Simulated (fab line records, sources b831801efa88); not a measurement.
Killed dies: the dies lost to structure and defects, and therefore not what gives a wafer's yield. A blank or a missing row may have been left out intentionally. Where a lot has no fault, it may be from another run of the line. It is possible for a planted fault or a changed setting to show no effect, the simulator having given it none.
Which tool is to blame? :: flow sky130 :: 6 lots with 18 wafers sampled at 3 steps, on a route of 708 steps

## WHAT EACH GAUGE READ, for each wafer
SKY_GATE_OXIDE_THK_MEAS_02.
lot: L972
measured: day 13 13:20
on: film-metro-01
GATE_OXIDE_OXIDATION_00_THK (nm): 10.27 10.15 10.30

lot: L975
measured: day 14 17:15
on: film-metro-02
GATE_OXIDE_OXIDATION_00_THK (nm): 10.53 10.44 10.60

lot: L980
measured: day 16 23:48
on: film-metro-01
GATE_OXIDE_OXIDATION_00_THK (nm): 10.60 10.55 10.78

lot: L982
measured: day 17 21:35
on: film-metro-01
GATE_OXIDE_OXIDATION_00_THK (nm): 10.03 9.94 9.75

lot: L986
measured: day 18 20:00
on: film-metro-02
GATE_OXIDE_OXIDATION_00_THK (nm): 10.16 10.25 10.20

lot: L992
measured: day 20 11:12
on: film-metro-02
GATE_OXIDE_OXIDATION_00_THK (nm): 10.17 10.33 10.32

## TOOL THAT RAN EACH LOT (tool first, then ch and the chambers of the sampled wafers, then the start)
lot: L972
SKY_NWELL_COAT_18: litho-track-04 ch 0, day 5 16:13
SKY_NWELL_STRIP_25: plasma-asher-03 ch 0,1, day 6 01:38

lot: L975
SKY_NWELL_COAT_18: litho-track-04 ch 0, day 6 11:17
SKY_NWELL_STRIP_25: plasma-asher-02 ch 0,1, day 6 21:43

lot: L980
SKY_NWELL_COAT_18: litho-track-02 ch 0, day 8 00:18
SKY_NWELL_STRIP_25: plasma-asher-03 ch 0,1, day 8 10:59

lot: L982
SKY_NWELL_COAT_18: litho-track-02 ch 0, day 8 17:13
SKY_NWELL_STRIP_25: plasma-asher-04 ch 0,1, day 9 03:10

lot: L986
SKY_NWELL_COAT_18: litho-track-02 ch 0, day 9 07:43
SKY_NWELL_STRIP_25: plasma-asher-03 ch 0,1, day 9 20:20

lot: L992
SKY_NWELL_COAT_18: litho-track-03 ch 0, day 10 13:06
SKY_NWELL_STRIP_25: plasma-asher-03 ch 0,1, day 11 01:55
- SKY_NWELL_COAT_18: resist thk 3000 nm.
- SKY_NWELL_STRIP_25: strips in O2/N2.

## THE ANSWER, worked out from the rows above alone
Rule: usual is defined by the lots themselves. The widest of any qualifying gaps counts: lots, ordered by their means at a reading, are off when they make up no more than a third of the lots, leave a main group of 4 or more, and stand apart from it by 3 or more times the standard deviation of that group's means. A main group is skipped when, at the precision printed for the reading in the tables above, its means are all equal. A lot without any number at a reading at which 4 lots or more have one is off too. The other lots that the step has rows for count as sound.
No lot is off at any reading shown: from this, nothing can be told.

## WHAT HAD BEEN PUT IN BY THE SIMULATOR
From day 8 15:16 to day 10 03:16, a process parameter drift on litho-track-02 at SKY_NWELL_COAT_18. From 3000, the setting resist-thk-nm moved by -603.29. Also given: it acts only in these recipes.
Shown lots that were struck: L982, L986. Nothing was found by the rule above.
